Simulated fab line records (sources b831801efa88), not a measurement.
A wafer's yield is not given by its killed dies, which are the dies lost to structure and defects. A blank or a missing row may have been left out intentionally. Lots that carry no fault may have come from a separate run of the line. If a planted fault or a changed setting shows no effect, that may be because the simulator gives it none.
A struck lot beside a sound one :: flow gf180mcu :: 43 out of 602 route steps
Sound: wafers L248.1, L248.4, L248.6. Struck: wafer L258.6. (L258.3, L258.5 of the same lot were not struck and are left out.) The cause comes at the end.
Order at every step that has rows: each side's tool, ch and its chambers, its first start. Under that, the readings that differ: sound wafers :: struck wafers :: difference of the means :: sigmas: that difference in standard deviations of wafers without a fault.
alike: readings with means less than 2 such deviations apart, plus words and numbers identical on both sides. not compared: withheld readings, readings lacking a value on some wafer, bounds such as >300 that could conceal the same value, and numbers that have no deviation in the record and whose values overlap.
Wherever a step has rows on one side only, a row that says differs or no value, or a row with sigmas, the two part there. Numbers that have no deviation but don't overlap get no sigmas and don't part them. A reading missing from all wafers of one side parts the sides only when that side holds two or more wafers.

first, 1 step without rows for these wafers: GF_V4_CVD_23 (deposits W, target thk 350 nm, time 104.9 s).
GF_V4_RS_MEAS_24: the measuring method here is four-point-probe.
  sound: film_metro-02 at day 24 18:32; struck: film_metro-01 at day 27 17:00
  alike: V4_W_RS
GF_V4_THK_MEAS_25: measures by xrf.
  sound: film_metro-02 at day 24 18:40; struck: film_metro-01 at day 27 17:06
  alike: V4_W_THK
GF_V4_CMP_26: polishes, stops on SiO2, t overpolish 15 s, target thk 0 nm.
  sound on cmp-01 ch 0,1,3, day 24 18:49; struck on cmp-01 ch 1, day 27 17:17
  alike: motor_current_A, overpolish_run_s, retaining_ring_pressure_frac, time_to_endpoint_s
GF_MIM_SPUTTER_00: material Ti, target thk 37.5 nm, time 150 s.
  sound: pvd_sputter-02 at day 24 19:01; struck: pvd_sputter-01 at day 27 17:26
  alike: throttle_valve_pct
GF_MIM_SPUTTER_01: material TiN, target thk 30 nm, time 25 s.
  sound: pvd_sputter-02 at day 24 19:07; struck: pvd_sputter-01 at day 27 17:33
  alike: throttle_valve_pct
then, 2 steps without rows for these wafers: GF_MIM_SPUTTER_02 (material AlCu, target thk 450 nm, time 23.9 s); GF_MIM_SPUTTER_03 (material Ti, target thk 10 nm, time 6.7 s).
GF_MIM_SPUTTER_04: material TiN, target thk 50 nm, time 41.7 s.
  sound: pvd_sputter-02 at day 24 19:12; struck: pvd_sputter-01 at day 27 17:38
  alike: throttle_valve_pct
then, 1 step without rows for these wafers: GF_MIM_CVD_05 (deposits Si3N4, target thk 42 nm, time 29.086 s).
GF_MIM_THK_MEAS_06:
  sound: film_metro-04 at day 24 19:16; struck: film_metro-04 at day 27 17:44
  alike: MIM_CVD_05_THK
GF_MIM_SPUTTER_07: material TiN, target thk 60 nm, time 50 s.
  sound: pvd_sputter-03 at day 24 19:20; struck: pvd_sputter-02 at day 27 17:47
  alike: throttle_valve_pct
GF_MIM_SPUTTER_08: material AlCu, target thk 200 nm, time 10.6 s.
  sound: pvd_sputter-03 at day 24 19:22; struck: pvd_sputter-02 at day 27 17:50
  alike: throttle_valve_pct
then, 1 step without rows for these wafers: GF_MIM_SPUTTER_09 (material TiN, target thk 35 nm, time 30.27 s).
GF_MIM_RS_MEAS_10: the measuring method here is four-point-probe.
  sound: film_metro-04 at day 24 19:26; struck: film_metro-03 at day 27 17:55
reading: MIM_ALCU_RS (ohm/sq)
sound: 0.1584 0.1576 0.1564
struck: 0.1617
difference: +0.0042
sigmas: +3
GF_MIM_THK_MEAS_11: measures by xrf.
  sound: film_metro-04 at day 24 19:33; struck: film_metro-03 at day 27 18:01
reading: MIM_ALCU_THK (nm)
sound: 199.9 202.0 201.6
struck: 192.9
difference: -8.3
sigmas: -3
then, 18 steps without rows for these wafers: GF_MIM_DEHYDRATE_12 (time 60 s); GF_MIM_HMDS_13 (prime time 60 s); GF_MIM_COAT_14 (resist thk 1000 nm); GF_MIM_SOFTBAKE_15 (time 60 s); GF_MIM_EXPOSE_16 (exposes mask FuseTop, target cd 2000 nm); GF_MIM_PEB_17; GF_MIM_DEVELOP_18 (develop time 60 s); GF_MIM_METAL_ETCH_19 (etches the open film in Cl2/BCl3, stops on Si3N4, target depth 324.5 nm, time 54.1 s); GF_MIM_STRIP_20 (strips in O2/N2); GF_MIM_STRIP_21 (strips in post etch residue remover, time 1200 s); GF_MIM_CLEAN_22 (cleans in DIW); GF_M5_DEHYDRATE_00 (time 60 s); GF_M5_HMDS_01 (prime time 60 s); GF_M5_COAT_02 (resist thk 1000 nm); GF_M5_SOFTBAKE_03 (time 60 s); GF_M5_EXPOSE_04 (exposes mask Metal5, target cd 280 nm); GF_M5_PEB_05 (peb time 90 s); GF_M5_DEVELOP_06 (develop time 60 s).
GF_M5_CD_MEAS_07: target cd 280 nm.
  sound: cd_sem-01 at day 26 14:29; struck: cd_sem-01 at day 29 05:25
  alike: cd_nm
GF_M5_OVL_MEAS_08:
  sound: overlay-02 at day 26 14:37; struck: overlay-02 at day 29 05:30
reading: M5_OVL (nm)
sound: 9 -1 3
struck: -12
difference: -16
sigmas: -2
then, 6 steps without rows for these wafers: GF_M5_ETCH_09 (etches Si3N4 in CF4/O2, target depth 52 nm, time 11.6 s); GF_M5_METAL_ETCH_10 (etches the open film in Cl2/BCl3, stops on SiO2, target depth 627.5 nm, time 104.6 s); GF_M5_STRIP_11 (strips in O2/N2); GF_M5_STRIP_12 (strips in post etch residue remover, time 1200 s); GF_M5_CLEAN_13 (cleans in DIW); GF_V5_CVD_00 (deposits SiO2, target thk 300 nm, time 50 s).
-- the record jumps here: 3 days lie between the struck wafers' starts before and after (it left off in module V5 and takes up again in module PASSIVATION, whose first step shown is number 602 of the route) --
GF_PASSIVATION_PROBE_99:
  the record has rows for the struck wafers here (prober-01, day 31 18:16) and none for the sound ones

## WHERE THEY PART
At GF_MIM_RS_MEAS_10 first; at GF_PASSIVATION_PROBE_99 last (within this record only).

WHY: what the simulator had put in
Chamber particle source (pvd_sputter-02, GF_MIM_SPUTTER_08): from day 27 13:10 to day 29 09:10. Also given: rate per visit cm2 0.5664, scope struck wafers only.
